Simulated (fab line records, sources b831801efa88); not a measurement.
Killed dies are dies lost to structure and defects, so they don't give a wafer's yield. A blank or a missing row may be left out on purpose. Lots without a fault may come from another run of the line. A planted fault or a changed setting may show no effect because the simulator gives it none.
One fault seen from 2 desks | flow sky130 | each desk has only its own numbers; what lay behind them comes last

THE METROLOGY DESK
What the gauges read, lot by lot, whatever tool the lot ran on: means of the sampled wafers that have a number. A lot is out of limits, marked OUT, if its mean lies more than 4 standard deviations from the usual mean; the brackets give that distance.
Columns: A = POLY_GATE_TW at SKY_RES_PROTECT_TW_MEAS_08, usual 4053; B = POLY_GATE_CVD_03_THK at SKY_POLY_GATE_THK_MEAS_04, usual 75.2 nm; C = cd_nm at SKY_POLY_GATE_CD_MEAS_13, usual 150.3 nm; D = POLY_GATE_OVL at SKY_POLY_GATE_OVL_MEAS_14, usual -4 nm
lot  | first seen here | A    | B    | C     | D
L302 | day 16 11:03    | 4004 | 75.3 | 149.3 | -5
L305 | day 17 21:10    | 4075 | 74.9 | 147.5 | -10
L311 | day 20 04:49    | 4059 | 75.4 | 153.5 | -4
L313 | day 20 17:56    | 4056 | 75.8 | 152.4 | -13
L314 | day 21 03:55    | 4049 | 75.4 | 153.2 | 3
L321 | day 23 14:01    | 4121 | 74.4 | 149.3 | -3
This desk's finding: nothing out of limits on any of the 6 lots.

THE TOOL OWNER'S DESK: litho_track-03
The tool's own readings at SKY_POLY_GATE_COAT_07 (resist thk 110 nm): means of the sampled wafers that have a number, for each lot that ran on this tool. A lot is out of limits, marked OUT, if its mean lies more than 4 standard deviations from the usual mean; the brackets give that distance.
Columns: A = exhaust_pa at SKY_POLY_GATE_COAT_07, usual 45.1 Pa
lot  | first seen here | A
L302 | day 17 02:28    | 46.0
L305 | day 18 15:22    | 45.1
L311 | day 20 22:23    | 44.7
L313 | day 21 13:10    | 46.2
L314 | day 21 20:59    | 44.9
This desk's finding: nothing out of limits on any of the 5 lots.

PUT TOGETHER
The metrology desk saw nothing out of limits.
The tool owner's desk saw nothing out of limits.

WHAT THE SIMULATOR HAD PUT IN
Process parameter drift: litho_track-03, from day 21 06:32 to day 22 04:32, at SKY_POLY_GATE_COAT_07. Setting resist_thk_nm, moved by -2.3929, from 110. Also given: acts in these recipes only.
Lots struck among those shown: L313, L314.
